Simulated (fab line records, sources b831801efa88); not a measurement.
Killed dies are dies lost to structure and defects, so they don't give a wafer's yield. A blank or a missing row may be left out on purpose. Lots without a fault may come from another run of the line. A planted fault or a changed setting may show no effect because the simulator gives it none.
One fault seen from 2 desks | flow sky130 | each desk has only its own numbers; what lay behind them comes last

THE TOOL OWNER'S DESK: implanter-01
The tool's own readings at SKY_LDD_N_IMPLANT_10: means of the sampled wafers that have a number, for each lot that ran on this tool. A lot is out of limits, marked OUT, if its mean lies more than 4 standard deviations from the usual mean; the brackets give that distance.
Columns: A = beam_energy_keV at SKY_LDD_N_IMPLANT_10, usual 20.000
lot  | first seen here | A
L330 | day 17 16:08    | 19.998
L336 | day 20 10:05    | 19.994
L337 | day 20 14:53    | 20.010
L338 | day 21 06:51    | 20.000
L339 | day 21 12:39    | 20.005
L343 | day 22 16:27    | 20.474 (+72) OUT
L347 | day 24 00:30    | 20.485 (+73) OUT
This desk's finding: out of limits on L343, L347; first on L343, day 22 16:27 (beam_energy_keV at SKY_LDD_N_IMPLANT_10). In limits: L330, L336, L337, L338, L339.

THE METROLOGY DESK
What the gauges read, lot by lot, whatever tool the lot ran on: means of the sampled wafers that have a number. A lot is out of limits, marked OUT, if its mean lies more than 4 standard deviations from the usual mean; the brackets give that distance.
Columns: A = METAL1_OVL at SKY_METAL1_OVL_MEAS_16, usual -1 nm
lot  | first seen here | A
L329 | day 32 08:44    | -1
L330 | day 32 13:50    | -5
L331 | day 33 02:50    | -2
L332 | day 33 09:49    | -1
L333 | day 34 12:59    | 5
L334 | day 34 20:52    | 2
L335 | day 35 02:08    | -5
L336 | day 35 02:34    | 1
L337 | day 35 07:08    | -1
L338 | day 35 17:19    | 0
L339 | day 36 00:15    | -8
L343 | day 37 00:52    | -2
L347 | day 38 01:39    | -5
L352 | day 39 21:25    | -2
This desk's finding: nothing out of limits on any of the 14 lots.

PUT TOGETHER
The tool owner's desk could have raised an alarm at day 22 16:27, on L343, L347.
The metrology desk saw nothing out of limits.
The metrology desk has L343, L347 on record, within its limits.
Of the lots named, all ran SKY_LDD_N_IMPLANT_10 on implanter-01.

WHAT THE SIMULATOR HAD PUT IN
Process parameter drift: implanter-01, from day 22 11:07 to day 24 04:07, at SKY_LDD_N_IMPLANT_10. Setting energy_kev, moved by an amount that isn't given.
Lots struck among those shown: L343, L347.
Hours from the fault's start to each desk's first reading out of limits: the tool owner's desk, 5.
